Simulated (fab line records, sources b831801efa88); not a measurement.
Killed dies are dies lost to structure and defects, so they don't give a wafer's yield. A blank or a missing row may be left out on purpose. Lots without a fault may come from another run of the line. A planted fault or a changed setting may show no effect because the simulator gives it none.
A struck lot beside a sound one | flow sky130 | 13 steps out of a route of 708
Sound: wafers L502.1, L502.2, L502.3. Struck: wafers L512.2, L512.3, L512.5. The cause comes at the end.
At each step with rows: each side's tool, then ch and its chambers, then its first start. Under that, the readings that differ: sound wafers | struck wafers | difference of the means | sigmas: that difference in standard deviations of wafers without a fault.
alike: readings whose means differ by less than 2 such deviations, and words and numbers that are the same on both sides. not compared: withheld readings, readings that some wafer has no value for, bounds like >300 that may hide the same value, and numbers for which the record gives no deviation and whose values overlap.
The two part at a step that has a row with sigmas, a row that says differs or no value, or rows on one side only. Numbers that don't overlap but have no deviation are shown without sigmas and don't part them. A reading that every wafer of one side lacks parts them only if that side has two wafers or more.

first, 1 step without rows for these wafers: SKY_NWELL_IMPLANT_24.
SKY_NWELL_STRIP_25: strips in O2/N2.
  sound on plasma_asher-02 ch 0,1, day 6 21:37; struck on plasma_asher-02 ch 0,1, day 9 15:52
  reading               | sound             | struck            | difference | sigmas
  oes_product_au (a.u.) | 0.719 0.720 0.715 | 0.731 0.732 0.721 | +0.010     | +2
  alike: drypump_motor_current_A, strip_time_to_endpoint_s
  not compared: rf_hours_counter_h
SKY_NWELL_TW_MEAS_26:
  sound on film_metro-03, day 6 21:43; struck on film_metro-03, day 9 15:59
  alike: NWELL_2_TW
then, 1 step without rows for these wafers: SKY_NWELL_CLEAN_27 (cleans in SC1/SC2, time 150 s).
SKY_NWELL_RTA_28: time 30 s.
  sound on rtp_anneal-01 ch 0, day 6 21:49; struck on rtp_anneal-01 ch 0, day 9 16:06
  alike: chamber_o2_ppm, lamp_power_pct, wafer_temp_C_max
SKY_NWELL_RS_MEAS_29: measures by four-point-probe.
  sound on film_metro-04, day 6 21:55; struck on film_metro-03, day 9 16:12
  alike: NWELL_RS
SKY_NWELL_RS_MEAS_31: measures by four-point-probe.
  sound on film_metro-04, day 6 22:10; struck on film_metro-03, day 9 16:26
  alike: PWDE_RS
then, 4 steps without rows for these wafers: SKY_VT_ADJUST_HVTP_DEHYDRATE_00 (time 60 s); SKY_VT_ADJUST_HVTP_HMDS_01 (prime time 60 s); SKY_VT_ADJUST_HVTP_COAT_02 (resist thk 1140 nm); SKY_VT_ADJUST_HVTP_SOFTBAKE_03 (time 60 s).
SKY_VT_ADJUST_HVTP_EXPOSE_04: exposes mask HVTPM, target cd 380 nm.
  sound on iline_stepper-01 ch 0, day 7 06:38; struck on iline_stepper-01, day 10 03:31
  no value came back on the struck wafers for exposure_dose_mJ_cm2, focus_offset_nm (nm), reticle_temp_C (C), sigma_outer; on the sound wafers exposure_dose_mJ_cm2 reads 140.07 140.06 140.05
  alike: mask
then, 1 step without rows for these wafers: SKY_VT_ADJUST_HVTP_PEB_05.

WHERE THEY PART
First at SKY_NWELL_STRIP_25; last, within this record, at SKY_VT_ADJUST_HVTP_EXPOSE_04.

WHY: what the simulator had put in
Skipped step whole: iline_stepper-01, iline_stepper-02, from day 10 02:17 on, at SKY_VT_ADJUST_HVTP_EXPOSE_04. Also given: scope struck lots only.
